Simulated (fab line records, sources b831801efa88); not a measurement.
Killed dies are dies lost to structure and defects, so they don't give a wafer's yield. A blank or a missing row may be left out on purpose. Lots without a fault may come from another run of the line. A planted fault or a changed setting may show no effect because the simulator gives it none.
Which tool did it? | flow sky130 | 14 lots, 42 wafers sampled, at 4 steps of a route of 708

WHAT THE GAUGES READ, wafer by wafer
SKY_VT_ADJUST_HVTP_OVL_MEAS_08. Usual: VT_ADJUST_HVTP_OVL 0.7 nm, standard deviation 1.8.
lot  | measured     | on         | VT_ADJUST_HVTP_OVL (nm) | flag
L766 | day 6 17:17  | overlay-01 | -0.8 0.3 -0.7           |
L767 | day 6 22:01  | overlay-02 | 1.2 1.5 1.7             |
L769 | day 7 07:52  | overlay-01 | 1.6 0.5 -1.4            |
L770 | day 7 09:20  | overlay-02 | 2.5 2.1 2.5             |
L771 | day 7 20:24  | overlay-02 | 1.6 1.0 2.2             |
L772 | day 7 20:57  | overlay-02 | -1.5 -1.9 -1.9          |
L774 | day 8 06:35  | overlay-01 | -0.8 -0.2 -0.5          |
L778 | day 9 07:39  | overlay-02 | -0.5 0.8 -0.6           |
L779 | day 9 17:29  | overlay-01 | 2.5 2.5 2.6             |
L782 | day 10 05:22 | overlay-02 | 0.3 2.8 1.4             |
L785 | day 11 03:02 | overlay-02 | 1.0 1.6 -0.8            |
L786 | day 11 06:45 | overlay-01 | 2.6 3.9 4.7             |
L787 | day 11 13:48 | overlay-02 | -1.7 -0.4 -0.1          |
L789 | day 12 08:36 | overlay-02 | -2.2 -0.1 1.3           |

SKY_VT_ADJUST_LVTN_OVL_MEAS_07. Usual: VT_ADJUST_LVTN_OVL 0.0 nm, standard deviation 1.3.
lot  | measured     | on         | VT_ADJUST_LVTN_OVL (nm) | flag
L766 | day 7 12:11  | overlay-01 | 1.6 0.2 0.4             |
L767 | day 7 17:31  | overlay-01 | 1.1 -2.3 -1.4           |
L769 | day 8 04:08  | overlay-02 | -0.7 -1.1 0.2           |
L770 | day 8 05:26  | overlay-02 | -0.8 0.1 -1.3           |
L771 | day 8 16:22  | overlay-02 | 1.7 0.0 -0.9            |
L772 | day 8 17:11  | overlay-02 | -1.2 0.0 -1.5           |
L774 | day 9 03:58  | overlay-02 | 0.0 -0.3 -0.9           |
L778 | day 10 05:35 | overlay-01 | -2.5 -1.9 -2.5          |
L779 | day 10 16:23 | overlay-02 | 1.3 -1.1 0.6            |
L782 | day 11 04:07 | overlay-02 | 0.6 0.3 0.1             |
L785 | day 12 03:37 | overlay-01 | -1.0 0.0 -0.5           |
L786 | day 12 06:41 | overlay-02 | 1.9 1.6 1.6             |
L787 | day 12 14:06 | overlay-02 | 0.4 1.0 2.1             |
L789 | day 13 10:24 | overlay-02 | -0.1 0.2 -0.3           |

WHICH TOOL RAN EACH LOT (tool, then ch and the chambers of the sampled wafers, then the start)
lot  | SKY_NWELL_RTA_28                 | SKY_VT_ADJUST_HVTP_SOFTBAKE_03
L766 | rtp_anneal-02 ch 0, day 5 21:49  | litho_track-02 ch 0, day 6 07:47
L767 | rtp_anneal-02 ch 0, day 6 02:38  | litho_track-01 ch 0, day 6 11:51
L769 | rtp_anneal-02 ch 0, day 6 11:36  | litho_track-01 ch 0, day 6 21:45
L770 | rtp_anneal-01 ch 0, day 6 12:43  | litho_track-04 ch 0, day 6 23:29
L771 | rtp_anneal-02 ch 0, day 7 00:08  | litho_track-01 ch 0, day 7 10:18
L772 | rtp_anneal-01 ch 0, day 7 01:42  | litho_track-04 ch 0, day 7 11:07
L774 | rtp_anneal-02 ch 0, day 7 10:26  | litho_track-01 ch 0, day 7 20:41
L778 | rtp_anneal-01 ch 0, day 8 09:47  | litho_track-02 ch 0, day 8 20:53
L779 | rtp_anneal-01 ch 0, day 8 19:29  | litho_track-02 ch 0, day 9 06:21
L782 | rtp_anneal-02 ch 0, day 9 07:34  | litho_track-04 ch 0, day 9 18:50
L785 | rtp_anneal-01 ch 0, day 10 03:10 | litho_track-04 ch 0, day 10 15:11
L786 | rtp_anneal-02 ch 0, day 10 07:23 | litho_track-01 ch 0, day 10 19:38
L787 | rtp_anneal-01 ch 0, day 10 13:23 | litho_track-01 ch 0, day 11 01:09
L789 | rtp_anneal-01 ch 0, day 11 08:52 | litho_track-04 ch 0, day 11 21:31
- SKY_NWELL_RTA_28: time 30 s.
- SKY_VT_ADJUST_HVTP_SOFTBAKE_03: time 60 s.

WHAT THE TOOLS THEMSELVES READ (means of the sampled wafers that have a number; where no wafer has one, the mark that the record gives instead)
SKY_NWELL_RTA_28. Usual: lamp_power_pct 25.30 %, standard deviation 0.05; ramp_up_c_per_s 150.00, standard deviation 0.026; wafer_temp_C_max 1054.9, standard deviation 1.
lot  | tool          | lamp_power_pct (%) | ramp_up_c_per_s | wafer_temp_C_max | flag
L766 | rtp_anneal-02 | 25.34              | 150.01          | 1054.6           |
L767 | rtp_anneal-02 | 25.30              | 149.97          | 1054.9           |
L769 | rtp_anneal-02 | 25.34              | 149.98          | 1054.6           |
L770 | rtp_anneal-01 | 25.31              | 150.02          | 1054.3           |
L771 | rtp_anneal-02 | 25.26              | 149.98          | 1054.9           |
L772 | rtp_anneal-01 | 25.28              | 149.99          | 1056.1           |
L774 | rtp_anneal-02 | 25.30              | 150.01          | 1053.7           |
L778 | rtp_anneal-01 | 25.31              | 149.97          | 1054.5           |
L779 | rtp_anneal-01 | 25.28              | 149.99          | 1054.2           |
L782 | rtp_anneal-02 | 25.33              | 150.00          | 1055.9           |
L785 | rtp_anneal-01 | 25.33              | 149.99          | 1055.9           |
L786 | rtp_anneal-02 | 25.35              | 150.02          | 1055.5           |
L787 | rtp_anneal-01 | 25.32              | 150.00          | 1054.8           |
L789 | rtp_anneal-01 | 25.29              | 150.02          | 1054.6           |

SKY_VT_ADJUST_HVTP_SOFTBAKE_03. Usual: run_length_s 89.13 s, standard deviation 0.19.
lot  | tool           | run_length_s (s) | flag
L766 | litho_track-02 | 89.00            |
L767 | litho_track-01 | 89.04            |
L769 | litho_track-01 | 89.08            |
L770 | litho_track-04 | 89.52            |
L771 | litho_track-01 | 89.00            |
L772 | litho_track-04 | 89.38            |
L774 | litho_track-01 | 89.05            |
L778 | litho_track-02 | 97.12            | OFF
L779 | litho_track-02 | 105.32           | OFF
L782 | litho_track-04 | 89.40            |
L785 | litho_track-04 | 89.41            |
L786 | litho_track-01 | 89.15            |
L787 | litho_track-01 | 89.09            |
L789 | litho_track-04 | 89.27            |

THE ANSWER, worked out from the rows above alone
Rule: a lot is off if the mean of its wafers that have a number lies more than 3 standard deviations from the usual mean. A lot without any number at a reading at which 4 lots or more have one is off too. The other lots that the step has rows for count as sound. The gauges are gone through in route order, then the tools' own readings, and for those a lot's mean is taken as printed above. The first step at which some lot is off is used, and at that step the reading that is off furthest; a lot without a number counts as furthest.
Off: L778, L779, at SKY_VT_ADJUST_HVTP_SOFTBAKE_03 (run_length_s).
A tool fits if, at that step or a process step before it, it ran every lot that is off, and no sound lot after the first of them. One fits: litho_track-02 at SKY_VT_ADJUST_HVTP_SOFTBAKE_03. Its last sound lot is L766 (day 6 07:47), its first lot that is off L778 (day 8 20:53): a fault that began between those two fits.
The tool's own readings at SKY_VT_ADJUST_HVTP_SOFTBAKE_03 bear it out: on the lots that are off they differ by more than 5 times the standard deviation of the sound lots' means. run_length_s reads 101.22 s there against 89.20 s on the sound lots.

WHAT THE SIMULATOR HAD PUT IN
Process parameter drift: litho_track-02, from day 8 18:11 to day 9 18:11, at SKY_VT_ADJUST_HVTP_SOFTBAKE_03. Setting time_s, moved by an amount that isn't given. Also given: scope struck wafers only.
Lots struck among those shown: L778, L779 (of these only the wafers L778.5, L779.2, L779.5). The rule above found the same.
